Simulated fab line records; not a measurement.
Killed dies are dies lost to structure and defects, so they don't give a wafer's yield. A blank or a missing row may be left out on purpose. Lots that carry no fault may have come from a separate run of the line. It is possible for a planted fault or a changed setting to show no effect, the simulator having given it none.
A struck lot beside a sound one / flow sky130 / 14 steps out of a route of 708
Sound: these wafers, L208.1, L208.4, L208.6. Wafers struck: L213.1, L213.2, L213.6. At the end, the cause is stated.
Per side, at each step with rows, come the tool, then ch with its chambers, and then its first start. Under that, the readings that differ: sound wafers / struck wafers / difference of the means / sigmas: that difference in standard deviations of wafers without a fault.
alike: readings whose means differ by less than 2 such deviations, and words and numbers that are the same on both sides. not compared: withheld readings, readings that some wafer has no value for, bounds like >300 that may hide the same value, and numbers for which the record gives no deviation and whose values overlap.
Wherever a step has rows on one side only, a row that says differs or no value, or a row with sigmas, the two part there. Numbers that have no deviation but don't overlap get no sigmas and don't part them. A reading missing from all wafers of one side parts the sides only when that side holds two or more wafers.

SKY_METAL2_SPUTTER_02: material AlCu, target thk 250 nm, time 13.3 s.
  sound: pvdSputter-01 at day 34 06:06; struck: pvdSputter-02 at day 36 02:02
  alike: throttleValvePct
SKY_METAL2_SPUTTER_03: material Ti, target thk 5 nm, time 3.3 s.
  sound: pvdSputter-01 at day 34 06:07; struck: pvdSputter-02 at day 36 02:03
  alike: throttleValvePct
SKY_METAL2_SPUTTER_04: material TiN, target thk 70 nm, time 58.3 s.
  sound: pvdSputter-01 at day 34 06:08; struck: pvdSputter-02 at day 36 02:04
  alike: throttleValvePct
SKY_METAL2_RS_MEAS_05: uses a four-point probe to measure.
  sound: filmMetro-03 at day 34 06:11; struck: filmMetro-02 at day 36 02:07
  alike: METAL2_ALCU_RS
SKY_METAL2_THK_MEAS_06: measures by xrf.
  sound: filmMetro-03 at day 34 06:19; struck: filmMetro-02 at day 36 02:14
  alike: METAL2_ALCU_THK
then, 7 steps without rows for these wafers: SKY_METAL2_DEHYDRATE_07 (time 60 s); SKY_METAL2_HMDS_08 (prime time 60 s); SKY_METAL2_COAT_09 (resist thk 60 nm); SKY_METAL2_COAT_10 (resist thk 450 nm); SKY_METAL2_SOFTBAKE_11 (time 86.95 s); SKY_METAL2_EXPOSE_12 (exposes mask MM2, target cd 140 nm); SKY_METAL2_PEB_13.
SKY_METAL2_DEVELOP_14: develop time 60 s.
  sound on lithoTrack-04 ch 0, day 35 08:00; struck on lithoTrack-02, day 37 03:00
  no value came back on the struck wafers for chillPlateTempC (C), developTimeS (s); on the sound wafers chillPlateTempC (C) reads 23.06 22.98 23.07
reading=model.KrF-thick_of_METAL2_COAT_10.thkNm (nm); sound=436.9 436.5 437; struck=450.1 449.5 450.9; difference=+13.4; sigmas=
SKY_METAL2_CD_MEAS_15 targets a cd of 140 nm.
  sound: cdSem-02 at day 35 08:46; struck: cdSem-01 at day 37 04:02
reading=cdNm (nm); sound=141.5 142.6 143.6; struck=- - -; difference=no value on the struck wafers; sigmas=

== WHERE THEY PART ==
First at SKY_METAL2_DEVELOP_14; last, within this record, at SKY_METAL2_CD_MEAS_15.

WHY: the cause the simulator had injected
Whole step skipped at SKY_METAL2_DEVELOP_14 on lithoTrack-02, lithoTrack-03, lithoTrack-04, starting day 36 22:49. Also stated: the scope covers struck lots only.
